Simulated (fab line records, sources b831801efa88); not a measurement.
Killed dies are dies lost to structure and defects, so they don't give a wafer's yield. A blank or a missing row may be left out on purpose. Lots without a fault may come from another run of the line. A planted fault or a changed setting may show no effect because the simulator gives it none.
Chamber matching | flow sky130 | SKY_VIA2_ETCH_14 on rie_diel-04: 4 sister chambers
The step etches BARC in N2/H2, stops on SiO2, time 45.9 s, target depth 60 nm. 8 wafers are shown with their chamber, then 11 later ones without.

WAFERS WITH THEIR CHAMBER
wafer  | chamber | drypump_motor_current_A (A) | oes_product_au (a.u.)
L083.1 | 0       | 5.2                         | 0.857
L083.3 | 2       | 6.3                         | 0.856
L084.5 | 2       | 6.3                         | 0.868
L084.6 | 3       | 6.4                         | 0.854
L086.2 | 1       | 5.7                         | 0.851
L086.3 | 3       | 6.4                         | 0.854
L086.5 | 0       | 5.3                         | 0.846
L088.2 | 1       | 5.7                         | 0.858

WAFERS WITHOUT THEIR CHAMBER
wafer  | drypump_motor_current_A (A) | oes_product_au (a.u.)
L088.5 | 6.3                         | 0.858
L088.6 | 6.4                         | 0.863
L090.4 | 6.3                         | 0.851
L090.5 | 6.4                         | 0.848
L090.6 | 6.3                         | 0.848
L092.1 | 6.3                         | 0.854
L092.5 | 5.7                         | 0.858
L092.6 | 5.2                         | 0.854
L097.1 | 6.3                         | 0.849
L097.3 | 5.3                         | 0.862
L097.4 | 5.7                         | 0.856

WHICH CHAMBER EACH WENT THROUGH
wafer  | from the rows above     | in truth
L088.5 | 2                       | 2
L088.6 | can't be placed: 3 or 2 | 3
L090.4 | can't be placed: 2 or 3 | 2
L090.5 | 3                       | 3
L090.6 | can't be placed: 2 or 3 | 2
L092.1 | can't be placed: 2 or 3 | 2
L092.5 | 1                       | 1
L092.6 | 0                       | 0
L097.1 | can't be placed: 2 or 3 | 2
L097.3 | 0                       | 0
L097.4 | 1                       | 1
Placed correctly: 6 of 11. Can't be placed from these rows: 5 (the true chamber is among the candidates in 5). Placed wrongly: 0.
How it was worked out, from the rows above alone: a wafer's distance from a chamber is the root of the sum, over the readings, of the square of ((its reading less the chamber's mean) divided by the reading's scatter). The wafer belongs to the nearest chamber; if the next one is less than 2 further off, it can't be placed. A chamber's mean is the mean of its shown wafers. The scatter: the root of (the sum of the squares of (reading less its chamber's mean) over the shown wafers, divided by (wafers less chambers)).
